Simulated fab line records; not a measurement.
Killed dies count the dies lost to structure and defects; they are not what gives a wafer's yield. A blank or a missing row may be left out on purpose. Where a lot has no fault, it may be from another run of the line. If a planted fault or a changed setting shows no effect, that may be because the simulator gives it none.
What tool caused it? -- flow gf180mcu -- 12 lots, 36 wafers sampled, at 2 steps of a route of 602

== WHAT EACH GAUGE READ, for each wafer ==
GF_HV_LDD_OVL_MEAS_08.
lot,measured,on,HV_LDD_OVL (nm)
L494,day 10 15:48,overlay-01,0.4 -1.7 -1.8
L495,day 11 01:58,overlay-02,0.0 0.7 -2.1
L496,day 11 09:13,overlay-02,1.5 0.1 1.2
L499,day 12 05:55,overlay-02,1.0 1.9 0.8
L502,day 13 08:02,overlay-02,-1.1 0.5 3.1
L503,day 13 17:22,overlay-01,-3.3 -2.9 -1.7
L504,day 13 17:41,overlay-02,0.8 -1.3 -1.1
L506,day 14 11:56,overlay-02,-0.3 1.1 1.5
L507,day 14 20:43,overlay-02,1.3 0.6 -0.9
L508,day 15 02:49,overlay-02,-0.6 0.7 0.3
L509,day 15 06:58,overlay-01,-1.2 1.3 -0.8
L513,day 16 12:40,overlay-01,2.6 1.7 2.9

== WHICH TOOL RAN EACH LOT (tool, then ch and the chambers of the sampled wafers, then the start) ==
lot,GF_POLY_GATE_ETCH_12
L494,"rie-diel-02 ch 0,2,3, day 9 19:59"
L495,"rie-diel-02 ch 1,2,3, day 10 06:16"
L496,"rie-diel-02 ch 0,3, day 10 13:04"
L499,"rie-diel-02 ch 0,1,2, day 11 09:46"
L502,"rie-diel-02 ch 2,3, day 12 08:56"
L503,"rie-diel-03 ch 0,2,3, day 12 17:55"
L504,"rie-diel-04 ch 2,3, day 12 18:05"
L506,"rie-diel-02 ch 0,1, day 13 12:10"
L507,"rie-diel-02 ch 0,3, day 13 22:14"
L508,"rie-diel-02 ch 2,3, day 14 03:56"
L509,"rie-diel-02 ch 2,3, day 14 07:25"
L513,"rie-diel-04 ch 0,1,3, day 15 12:16"
- GF_POLY_GATE_ETCH_12: etches BARC in N2/H2.

== WHAT THE TOOLS THEMSELVES READ (means of the sampled wafers that have a number; where no wafer has one, the mark that the record gives instead) ==
GF_POLY_GATE_ETCH_12.
lot,tool,chamber-pressure-mTorr (mTorr),drypump-motor-current-A (A),n2-flow-sccm (sccm),oes-product-au (a.u.),throttle-valve-pct (%)
L494,rie-diel-02,29.99,5.7,100.37,0.738,13.214
L495,rie-diel-02,30.02,5.6,100.08,0.735,13.218
L496,rie-diel-02,29.99,5.3,99.81,0.740,13.204
L499,rie-diel-02,30.02,5.8,99.66,0.735,13.215
L502,rie-diel-02,29.97,5.8,99.91,0.734,13.213
L503,rie-diel-03,30.02,5.9,100.07,0.730,13.207
L504,rie-diel-04,30.04,5.8,99.97,0.737,13.217
L506,rie-diel-02,29.99,5.6,100.15,0.735,13.215
L507,rie-diel-02,30.02,5.4,99.66,0.732,13.212
L508,rie-diel-02,30.03,5.5,99.99,0.734,13.219
L509,rie-diel-02,30.00,5.8,99.99,0.740,13.211
L513,rie-diel-04,30.01,5.7,100.06,0.736,13.219

== THE ANSWER, worked out from the rows above alone ==
Rule: what is usual is taken from the lots themselves. The widest of any qualifying gaps counts: lots, ordered by their means at a reading, are off when they make up no more than a third of the lots, leave a main group of 4 or more, and stand apart from it by 3 or more times the standard deviation of that group's means. The tables above print the reading to a certain number of digits; a main group whose means all agree to those digits is not used. A lot without any number at a reading at which 4 lots or more have one is off too. All remaining lots with rows at the step are treated as sound. First the gauges in route order, then the tools' own readings, where a lot's mean is used as printed above. The first step at which some lot is off is used, and at that step the reading that is off furthest; a lot without a number counts as furthest.
None of the lots is off at any reading shown; this tells nothing.

== WHAT THE SIMULATOR HAD PUT IN ==
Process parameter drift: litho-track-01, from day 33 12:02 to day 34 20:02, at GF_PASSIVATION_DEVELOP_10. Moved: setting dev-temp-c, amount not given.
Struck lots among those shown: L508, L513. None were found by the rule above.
